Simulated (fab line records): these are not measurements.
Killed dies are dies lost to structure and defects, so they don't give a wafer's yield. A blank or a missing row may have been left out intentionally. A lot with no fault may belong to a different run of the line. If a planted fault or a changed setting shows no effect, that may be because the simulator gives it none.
Which tool is to blame? | flow sky130 | Sampling: 12 lots, 36 wafers, 2 of 708 route steps

WHAT THE GAUGES SHOWED, per wafer
SKY_VT_ADJUST_HVTP_TW_MEAS_11.
lot  | measured     | on            | VT_ADJUST_HVTP_TW
L075 | day 6 04:04  | film-metro-02 | 1358 1362 1364
L077 | day 7 07:20  | film-metro-02 | 1370 1372 1370
L079 | day 8 06:22  | film-metro-03 | 1367 1368 1367
L081 | day 8 16:28  | film-metro-02 | 1373 1376 1368
L083 | day 8 19:39  | film-metro-02 | 1374 1377 1369
L085 | day 9 01:17  | film-metro-02 | 1363 1361 1365
L087 | day 9 16:49  | film-metro-01 | 1362 1356 1363
L089 | day 10 16:29 | film-metro-03 | 1373 1365 1367
L091 | day 11 09:13 | film-metro-03 | 1376 1373 1375
L093 | day 11 15:07 | film-metro-03 | 1375 1371 1380
L095 | day 11 21:00 | film-metro-01 | 1373 1364 1364
L097 | day 12 06:24 | film-metro-01 | 1354 1356 1348

TOOL THAT RAN EACH LOT (tool first, then ch and the chambers of the sampled wafers, then the start)
lot  | SKY_FIELD_ISO_ETCH_17
L075 | rie-si-02 ch 1,2,3, day 2 12:16
L077 | rie-si-01 ch 0,2,3, day 2 22:32
L079 | rie-si-02 ch 0,2, day 3 09:37
L081 | rie-si-02 ch 0,2, day 3 22:14
L083 | rie-si-01 ch 2,3, day 4 06:45
L085 | rie-si-01 ch 0,2,3, day 4 16:16
L087 | rie-si-02 ch 1,2,3, day 5 04:01
L089 | rie-si-01 ch 0,1, day 5 14:22
L091 | rie-si-01 ch 0,1,2, day 5 20:37
L093 | rie-si-01 ch 0,1, day 6 08:56
L095 | rie-si-01 ch 0,2,3, day 6 23:40
L097 | rie-si-01 ch 2,3, day 7 09:10
- SKY_FIELD_ISO_ETCH_17: etches Si in HBr/Cl2/O2, target depth 342 nm, time 97.7 s.

THE ANSWER, worked out from the rows above alone
Rule: the lots themselves supply what counts as usual. Put in order of their means at a reading, lots are off if they are a third of the lots or fewer, leave a main group of 4 or more, and stand apart from it by a gap of 3 or more times the standard deviation of the main group's means; of several such gaps the widest counts. A main group whose means are all the same, to the digits that the tables above print for the reading, isn't used. Also off: a lot with no number at a reading for which 4 or more lots have one. All remaining lots with rows at the step are treated as sound.
None of the lots is off at any reading shown; this tells nothing.

WHAT THE SIMULATOR HAD INSERTED
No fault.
